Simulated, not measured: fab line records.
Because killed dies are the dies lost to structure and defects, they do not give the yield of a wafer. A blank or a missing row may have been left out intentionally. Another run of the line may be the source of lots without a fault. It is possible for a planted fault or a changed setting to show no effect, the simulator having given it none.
Which tool is to blame? || flow sky130 || 6 lots with 18 wafers sampled at 2 steps, on a route of 708 steps

== WHAT THE GAUGES READ, wafer by wafer ==
SKY_VIA4_OVL_MEAS_11.
{"lot": "L617", "measured": "day 43 10:20", "on": "overlay-02", "VIA4_OVL (nm)": "-2.1 -3.9 -3.5"}
{"lot": "L620", "measured": "day 44 18:16", "on": "overlay-01", "VIA4_OVL (nm)": "-1.5 -0.2 -0.5"}
{"lot": "L624", "measured": "day 45 18:33", "on": "overlay-02", "VIA4_OVL (nm)": "-4.3 -4.6 -3.6"}
{"lot": "L630", "measured": "day 46 23:16", "on": "overlay-02", "VIA4_OVL (nm)": "1.4 0.5 -0.5"}
{"lot": "L633", "measured": "day 47 22:03", "on": "overlay-01", "VIA4_OVL (nm)": "-1.4 -1.7 -0.7"}
{"lot": "L637", "measured": "day 48 12:34", "on": "overlay-02", "VIA4_OVL (nm)": "-4.9 -5.3 -3.4"}

== WHAT TOOL EACH LOT RAN ON (gives the tool, then ch and the chambers of the sampled wafers, and finally the start) ==
{"lot": "L617", "SKY_LOCAL_INTERCONNECT_CLEAN_17": "wet bench-04 ch 2, day 31 00:31"}
{"lot": "L620", "SKY_LOCAL_INTERCONNECT_CLEAN_17": "wet bench-02 ch 2, day 32 15:43"}
{"lot": "L624", "SKY_LOCAL_INTERCONNECT_CLEAN_17": "wet bench-03 ch 3, day 33 21:29"}
{"lot": "L630", "SKY_LOCAL_INTERCONNECT_CLEAN_17": "wet bench-03 ch 2, day 35 10:59"}
{"lot": "L633", "SKY_LOCAL_INTERCONNECT_CLEAN_17": "wet bench-03 ch 0, day 36 14:41"}
{"lot": "L637", "SKY_LOCAL_INTERCONNECT_CLEAN_17": "wet bench-02 ch 0, day 37 07:28"}
- SKY_LOCAL_INTERCONNECT_CLEAN_17: cleans in IPA, time 180 s.

== THE ANSWER, worked out from the rows above alone ==
Rule: usual is defined by the lots themselves. Put in order of their means at a reading, lots are off if they are a third of the lots or fewer, leave a main group of 4 or more, and stand apart from it by a gap of 3 or more times the standard deviation of the main group's means; of several such gaps the widest counts. The tables above print the reading to a certain number of digits; a main group whose means all agree to those digits is not used. A lot without any number at a reading at which 4 lots or more have one is off too. All remaining lots with rows at the step are treated as sound.
Nothing can be told from this: no lot is off at any reading shown.

== WHAT HAD BEEN PUT IN BY THE SIMULATOR ==
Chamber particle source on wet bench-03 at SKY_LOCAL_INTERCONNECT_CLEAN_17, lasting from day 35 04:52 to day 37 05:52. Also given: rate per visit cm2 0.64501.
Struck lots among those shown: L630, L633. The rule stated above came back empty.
